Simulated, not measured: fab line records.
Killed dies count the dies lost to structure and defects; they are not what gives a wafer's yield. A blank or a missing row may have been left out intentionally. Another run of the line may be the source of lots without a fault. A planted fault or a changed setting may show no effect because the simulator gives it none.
Comparing a struck lot with a sound one    flow sky130    17 out of 708 route steps
Sound: these wafers, L580.2, L580.4, L580.5. The struck wafers were L579.1, L579.2, L579.6. The cause is given at the end.
Order at every step that has rows: each side's tool, ch and its chambers, its first start. Under that, the readings that differ: sound wafers    struck wafers    difference of the means    sigmas: that difference in standard deviations of wafers without a fault.
alike: words and numbers the same on both sides, and readings whose means are apart by under 2 such deviations; not compared: readings that were withheld, readings missing a value for some wafer, numbers with overlapping values and no deviation given by the record, and bounds like >300 which may hide the same value.
The two part at a step that has a row with sigmas, a row that says differs or no value, or rows on one side only. Non-overlapping numbers with no deviation appear without sigmas and do not part them. A reading missing from all wafers of one side parts the sides only when that side holds two or more wafers.

first, 1 step without rows for these wafers: SKY_LDD_N_IMPLANT_15.
SKY_LDD_N_STRIP_16: strips in O2/N2.
  sound on plasmaAsher-02 ch 0,1, day 20 23:26; struck on plasmaAsher-01 ch 0,1, day 20 15:35
  alike: drypumpMotorCurrentA, n2FlowSccm, oesProductAu, stripTimeToEndpointS
  not compared: rfHoursCounterH
SKY_LDD_N_TW_MEAS_17:
  sound on filmMetro-03 at day 20 23:33; struck on filmMetro-01 at day 20 15:41
  alike: LDD_N_TW
then, 7 steps without rows for these wafers: SKY_LDD_P_DEHYDRATE_00 (time 60 s); SKY_LDD_P_HMDS_01 (prime time 60 s); SKY_LDD_P_COAT_02 (resist thk 1140 nm); SKY_LDD_P_SOFTBAKE_03 (time 60 s); SKY_LDD_P_EXPOSE_04 (exposes mask PSDM, target cd 380 nm); SKY_LDD_P_PEB_05; SKY_LDD_P_DEVELOP_06 (develop time 60 s).
SKY_LDD_P_CD_MEAS_07 targets a cd of 380 nm.
  sound on cdSem-01 at day 22 06:28; struck on cdSem-02 at day 21 22:10
  alike: cdNm
SKY_LDD_P_OVL_MEAS_08:
  sound on overlay-02 at day 22 06:35; struck on overlay-01 at day 21 22:17
  alike: LDD_P_OVL
SKY_LDD_P_IMPLANT_09:
  sound on implanter-01 ch 0, day 22 06:38; struck on implanter-04 ch 0, day 21 22:19
reading           sound                            struck                        difference  sigmas
doseIonsCm2       9.997e+12 1.0024e+13 1.0008e+13  9.122e+12 9.13e+12 9.114e+12  -8.877e+11  -74
faradayCurrentUA  55.4 57.0 57.2                   50.2 50.3 53.7                -5.1        -5
SKY_LDD_P_STRIP_10: strips in O2/N2.
  sound on plasmaAsher-03 ch 0,1, day 22 06:46; struck on plasmaAsher-03 ch 0,1, day 21 22:28
  alike: drypumpMotorCurrentA, n2FlowSccm, oesProductAu, stripTimeToEndpointS
  not compared: rfHoursCounterH
SKY_LDD_P_TW_MEAS_11:
  sound on filmMetro-02 at day 22 06:52; struck on filmMetro-03 at day 21 22:34
reading   sound        struck       difference  sigmas
LDD_P_TW  639 638 640  614 619 618  -22         -7
then, 1 step without rows for these wafers: SKY_LDD_HVN_DEHYDRATE_00 (time 60 s).
-- record jumps: 26 days separate the struck wafers' starts on either side; left off in module LDD_HVN, taken up again in module PAD_OPEN, whose first shown step is the route's number 708 --
SKY_PAD_OPEN_PROBE_99:
  sound on prober-01 at day 47 23:36; struck on prober-02 at day 47 19:22
reading                   sound           struck          difference  sigmas
killedAtOther             2 2 0           0 0 0           -1          -3
model.etest.tipP.rsOhmSq  6980 6973 6921  7571 7579 7637  +638        
  alike: killed_at_M0_to_M3, killed_at_M4_up, killedAtContacts, killedAtFrontEnd, killedDies, killedOpen, killedShort

## WHERE THEY PART
Last at SKY_PAD_OPEN_PROBE_99 as far as this record goes, first at SKY_LDD_P_IMPLANT_09.

WHY: what had been put in by the simulator
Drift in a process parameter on implanter-04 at SKY_LDD_P_IMPLANT_09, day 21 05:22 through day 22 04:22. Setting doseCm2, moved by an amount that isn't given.
